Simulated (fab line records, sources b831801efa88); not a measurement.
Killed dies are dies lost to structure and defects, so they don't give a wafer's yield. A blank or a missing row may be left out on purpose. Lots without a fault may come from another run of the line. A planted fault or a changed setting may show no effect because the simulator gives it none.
A struck lot beside a sound one | flow sky130 | 18 steps out of a route of 708
Sound: wafers L606.1, L606.3, L606.6. Struck: wafer L615.2. (L615.3, L615.6 of the same lot were not struck and are left out.) The cause comes at the end.
At each step with rows: each side's tool, then ch and its chambers, then its first start. Under that, the readings that differ: sound wafers | struck wafers | difference of the means | sigmas: that difference in standard deviations of wafers without a fault.
alike: readings whose means differ by less than 2 such deviations, and words and numbers that are the same on both sides. not compared: withheld readings, readings that some wafer has no value for, bounds like >300 that may hide the same value, and numbers for which the record gives no deviation and whose values overlap.
The two part at a step that has a row with sigmas, a row that says differs or no value, or rows on one side only. Numbers that don't overlap but have no deviation are shown without sigmas and don't part them. A reading that every wafer of one side lacks parts them only if that side has two wafers or more.

first, 3 steps without rows for these wafers: SKY_VIA1_EXPOSE_09 (exposes mask VIM, target cd 150 nm); SKY_VIA1_PEB_10; SKY_VIA1_DEVELOP_11 (develop time 60 s).
SKY_VIA1_CD_MEAS_12: target cd 150 nm.
  sound on cd_sem-01, day 36 10:49; struck on cd_sem-01, day 38 12:28
  alike: cd_nm
SKY_VIA1_OVL_MEAS_13:
  sound on overlay-02, day 36 10:56; struck on overlay-01, day 38 12:35
  alike: VIA1_OVL
SKY_VIA1_ETCH_14: etches BARC in N2/H2, stops on SiO2, time 45.9 s, target depth 60 nm.
  sound on rie_diel-02 ch 0,1,3, day 36 10:58; struck on rie_diel-03 ch 1, day 38 12:37
  alike: bias_w, drypump_motor_current_A, oes_product_au, throttle_valve_pct
  not compared: rf_hours_counter_h
SKY_VIA1_ETCH_15: etches SiO2 in C4F8/O2/Ar, stops on TiN, target depth 351 nm, time 54 s.
  sound on rie_diel-02 ch 0,1,3, day 36 11:01; struck on rie_diel-03 ch 1, day 38 12:39
  alike: bias_w, oes_product_au
  not compared: rf_hours_counter_h
SKY_VIA1_STRIP_16: strips in O2/N2.
  sound on plasma_asher-01 ch 0,1, day 36 11:03; struck on plasma_asher-01 ch 0, day 38 12:42
  alike: drypump_motor_current_A, oes_product_au, strip_time_to_endpoint_s
  not compared: rf_hours_counter_h
then, 3 steps without rows for these wafers: SKY_VIA1_STRIP_17 (strips in post etch residue remover, time 1200 s); SKY_VIA1_CLEAN_18 (cleans in IPA, time 180 s); SKY_VIA1_CLEAN_19 (cleans in O3/DIW).
SKY_VIA1_SPUTTER_20: material TiN, target thk 20 nm, time 80 s.
  sound on pvd_sputter-03, day 36 11:41; struck on pvd_sputter-04, day 38 13:43
  alike: throttle_valve_pct
SKY_VIA1_CVD_21: deposits W, target thk 270 nm, time 80.902 s.
  sound on cvd_w-02 ch 1, day 36 11:45; struck on cvd_w-02 ch 0, day 38 13:47
  reading                            | sound             | struck | difference | sigmas
  model.W_of_VIA1_CVD_21.thk_nm (nm) | 277.8 275.3 277.5 | 163.7  | -113.2     |
  alike: heater_power_w
SKY_VIA1_RS_MEAS_22: measures by four-point-probe.
  sound on film_metro-02, day 36 11:50; struck on film_metro-04, day 38 13:54
  reading            | sound             | struck | difference | sigmas
  VIA1_W_RS (ohm/sq) | 0.413 0.418 0.414 | 0.711  | +0.296     | +41
SKY_VIA1_THK_MEAS_23: measures by xrf.
  sound on film_metro-02, day 36 11:58; struck on film_metro-04, day 38 14:01
  reading         | sound       | struck | difference | sigmas
  VIA1_W_THK (nm) | 273 271 274 | 159    | -114       | -22
SKY_VIA1_CMP_24: polishes, stops on SiO2, t overpolish 15 s, target thk 0 nm.
  sound on cmp-02 ch 0,2,3, day 36 12:01; struck on cmp-01 ch 2, day 38 14:04
  reading                | sound    | struck | difference | sigmas
  time_to_endpoint_s (s) | 64 66 64 | 41     | -24        | -7
  alike: head_pressure_psi, motor_current_A, slurry_flow_ml_min
SKY_METAL2_SPUTTER_00: material Ti, target thk 15 nm, time 10 s.
  sound on pvd_sputter-04, day 36 12:19; struck on pvd_sputter-02, day 38 14:22
  alike: throttle_valve_pct
-- the record jumps here: 11 days lie between the struck wafers' starts before and after (it left off in module METAL2 and takes up again in module PAD_OPEN, whose first step shown is number 708 of the route) --
SKY_PAD_OPEN_PROBE_99:
  sound on prober-01, day 47 15:02; struck on prober-01, day 49 05:40
  alike: defect_limited_yield, killed_at_M0_to_M3, killed_at_M4_up, killed_at_contacts, killed_at_front_end, killed_at_other, killed_dies, killed_open, killed_short, sort_bin_3_pad_short, sort_bin_5_function, sort_bin_6_memory, sort_n_pass, sort_yield_pct

WHERE THEY PART
First at SKY_VIA1_RS_MEAS_22; last, within this record, at SKY_VIA1_CMP_24. Later steps at which nothing parts them and some readings are alike: SKY_METAL2_SPUTTER_00, SKY_PAD_OPEN_PROBE_99.

WHY: what the simulator had put in
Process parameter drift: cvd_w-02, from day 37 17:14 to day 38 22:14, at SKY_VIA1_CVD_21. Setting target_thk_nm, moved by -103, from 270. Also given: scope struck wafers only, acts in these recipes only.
